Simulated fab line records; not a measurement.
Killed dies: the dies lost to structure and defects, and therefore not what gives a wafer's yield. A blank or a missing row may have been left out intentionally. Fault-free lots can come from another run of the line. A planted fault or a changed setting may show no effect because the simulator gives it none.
Comparing a struck lot with a sound one	flow sky130	15 out of 708 route steps
Sound: the wafers L751.1, L751.2, L751.4. Struck: wafer L761.6 (L761.1, L761.5, from the same lot, were not struck and are left out); the cause is given at the end.
For every step that has rows: the tool of each side, followed by ch and its chambers, followed by its first start. Under that, the readings that differ: sound wafers	struck wafers	difference of the means	sigmas: that difference in standard deviations of wafers without a fault.
alike: readings whose means differ by less than 2 such deviations, and words and numbers that are the same on both sides. not compared: withheld readings, readings that some wafer has no value for, bounds like >300 that may hide the same value, and numbers for which the record gives no deviation and whose values overlap.
The two part at a step that has a row with sigmas, a row that says differs or no value, or rows on one side only. Numbers that have no deviation but don't overlap get no sigmas and don't part them. Lack of a reading on every wafer of one side parts them only where that side has two or more wafers.

first, 8 steps without rows for these wafers: SKY_METAL4_DEHYDRATE_05 (time 60 s); SKY_METAL4_HMDS_06 (prime time 60 s); SKY_METAL4_COAT_07 (resist thk 60 nm); SKY_METAL4_COAT_08 (resist thk 1140 nm); SKY_METAL4_SOFTBAKE_09 (time 90 s); SKY_METAL4_EXPOSE_10 (exposes mask MM4, target cd 300 nm); SKY_METAL4_PEB_11; SKY_METAL4_DEVELOP_12 (develop time 60 s).
SKY_METAL4_CD_MEAS_13: the cd target is 300 nm.
  sound on cd_sem-02 at day 42 01:20; struck on cd_sem-02 at day 44 23:07
  alike: cd_nm
SKY_METAL4_OVL_MEAS_14:
  sound on overlay-02 at day 42 01:27; struck on overlay-01 at day 44 23:14
  alike: METAL4_OVL
SKY_METAL4_DESCUM_15: chemistry O2, time 8 s.
  sound on rie_metal-03 ch 0,1, day 42 01:29; struck on rie_metal-03 ch 0, day 44 23:16
  alike: drypump_motor_current_A, oes_product_au, temp_c
  not compared: rf_hours_counter_h
SKY_METAL4_ETCH_16: etches BARC in N2/H2, stops on SiO2, time 88.2 s, target depth 60 nm.
  sound on rie_metal-03 ch 0,1, day 42 01:31; struck on rie_metal-03 ch 0, day 44 23:18
  alike: bias_w, drypump_motor_current_A, oes_product_au, throttle_valve_pct
  not compared: rf_hours_counter_h
SKY_METAL4_ETCH_17: etches SiO2 in C4F8/O2/Ar, stops on TiN, time 3.9 s, target depth 15 nm.
  sound on rie_diel-02 ch 0,1,3, day 42 01:37; struck on rie_diel-01 ch 1, day 44 23:24
reading	sound	struck	difference	sigmas
bias_w (W)	1203 1196 1203	1416	+215	+63
  alike: oes_product_au
  not compared: rf_hours_counter_h
SKY_METAL4_METAL_ETCH_18: etches the open film in Cl2/BCl3, stops on SiO2, target depth 845 nm, time 189.4 s.
  sound on rie_metal-01 ch 0, day 42 01:38; struck on rie_metal-03 ch 0, day 44 23:25
reading	sound	struck	difference	sigmas
drypump_motor_current_A (A)	5.13 5.14 5.14	5.63	+0.49	+3
  alike: bcl3_flow_sccm, mfc_cl2_sccm, oes_product_au, throttle_valve_pct
  not compared: bias_w, rf_hours_counter_h
-- the record jumps here: 4 days lie between the struck wafers' starts before and after (it left off in module METAL4 and takes up again in module PAD_OPEN, whose first step shown is number 708 of the route) --
SKY_PAD_OPEN_PROBE_99:
  sound on prober-02 at day 46 01:59; struck on prober-02 at day 48 15:06
  alike: defect_limited_yield, killed_at_M0_to_M3, killed_at_M4_up, killed_at_contacts, killed_at_front_end, killed_at_other, killed_dies, killed_open, killed_short, sort_bin_3_pad_short, sort_bin_5_function, sort_bin_6_memory, sort_n_pass, sort_yield_pct

## WHERE THEY PART
First at SKY_METAL4_ETCH_17; last, within this record, at SKY_METAL4_METAL_ETCH_18. Later steps at which nothing parts them and some readings are alike: SKY_PAD_OPEN_PROBE_99.

WHY: the cause the simulator had injected
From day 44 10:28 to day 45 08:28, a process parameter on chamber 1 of rie_diel-01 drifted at SKY_METAL4_ETCH_17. Setting bias_w shifted by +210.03 from 1200. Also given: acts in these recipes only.
